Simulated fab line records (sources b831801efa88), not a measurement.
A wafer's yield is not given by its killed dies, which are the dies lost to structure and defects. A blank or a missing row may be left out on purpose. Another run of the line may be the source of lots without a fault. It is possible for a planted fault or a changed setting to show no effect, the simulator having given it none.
Matching of chambers || flow gf180mcu || cmp-02 running GF_V3_CMP_26: 4 sister chambers
The step polishes, stops on SiO2, t overpolish 15 s, target thk 0 nm. 8 wafers are shown with their chamber, then 8 later ones without.

WAFERS PAIRED WITH THEIR CHAMBERS
{"wafer": "L076.4", "chamber": 1, "motor_current_A (A)": 10.3, "platen_rpm (rpm)": 59.96}
{"wafer": "L079.2", "chamber": 2, "motor_current_A (A)": 13.1, "platen_rpm (rpm)": 59.99}
{"wafer": "L081.1", "chamber": 3, "motor_current_A (A)": 12.4, "platen_rpm (rpm)": 59.98}
{"wafer": "L081.3", "chamber": 2, "motor_current_A (A)": 12.4, "platen_rpm (rpm)": 59.96}
{"wafer": "L082.1", "chamber": 1, "motor_current_A (A)": 10.4, "platen_rpm (rpm)": 59.89}
{"wafer": "L082.2", "chamber": 0, "motor_current_A (A)": 11.2, "platen_rpm (rpm)": 60.02}
{"wafer": "L082.3", "chamber": 3, "motor_current_A (A)": 12.2, "platen_rpm (rpm)": 59.99}
{"wafer": "L083.2", "chamber": 0, "motor_current_A (A)": 11.1, "platen_rpm (rpm)": 60.01}

WAFERS WITHOUT THEIR CHAMBER
{"wafer": "L083.3", "motor_current_A (A)": 11.7, "platen_rpm (rpm)": 59.99}
{"wafer": "L083.4", "motor_current_A (A)": 10.0, "platen_rpm (rpm)": 59.90}
{"wafer": "L086.1", "motor_current_A (A)": 11.9, "platen_rpm (rpm)": 60.02}
{"wafer": "L086.3", "motor_current_A (A)": 13.0, "platen_rpm (rpm)": 60.02}
{"wafer": "L086.5", "motor_current_A (A)": 12.5, "platen_rpm (rpm)": 60.02}
{"wafer": "L092.3", "motor_current_A (A)": 10.6, "platen_rpm (rpm)": 59.99}
{"wafer": "L092.4", "motor_current_A (A)": 10.8, "platen_rpm (rpm)": 60.02}
{"wafer": "L092.6", "motor_current_A (A)": 13.2, "platen_rpm (rpm)": 60.01}

WHICH CHAMBER EACH WENT THROUGH
{"wafer": "L083.3", "from the rows above": "can't be placed: 0 or 3 or 2", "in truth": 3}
{"wafer": "L083.4", "from the rows above": 1, "in truth": 1}
{"wafer": "L086.1", "from the rows above": "can't be placed: 3 or 0 or 2", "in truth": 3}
{"wafer": "L086.3", "from the rows above": "can't be placed: 2 or 3", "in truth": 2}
{"wafer": "L086.5", "from the rows above": "can't be placed: 3 or 2", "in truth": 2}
{"wafer": "L092.3", "from the rows above": "can't be placed: 0 or 1", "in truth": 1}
{"wafer": "L092.4", "from the rows above": 0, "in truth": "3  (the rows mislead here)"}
{"wafer": "L092.6", "from the rows above": "can't be placed: 2 or 3", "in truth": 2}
Placed correctly: 1 of 8. Not placeable from these rows: 6 (in 6, the candidates include the true chamber). Wrongly placed: 1.
How it was worked out, from the rows above alone: a wafer's distance from a chamber is the root of the sum, over the readings, of the square of ((its reading less the chamber's mean) divided by the reading's scatter). If the next closest chamber is less than 2 further off than the closest, the wafer can't be placed; otherwise it belongs to the closest. A chamber's mean is the mean of its shown wafers. The scatter: the root of (the sum of the squares of (reading less its chamber's mean) over the shown wafers, divided by (wafers less chambers)).
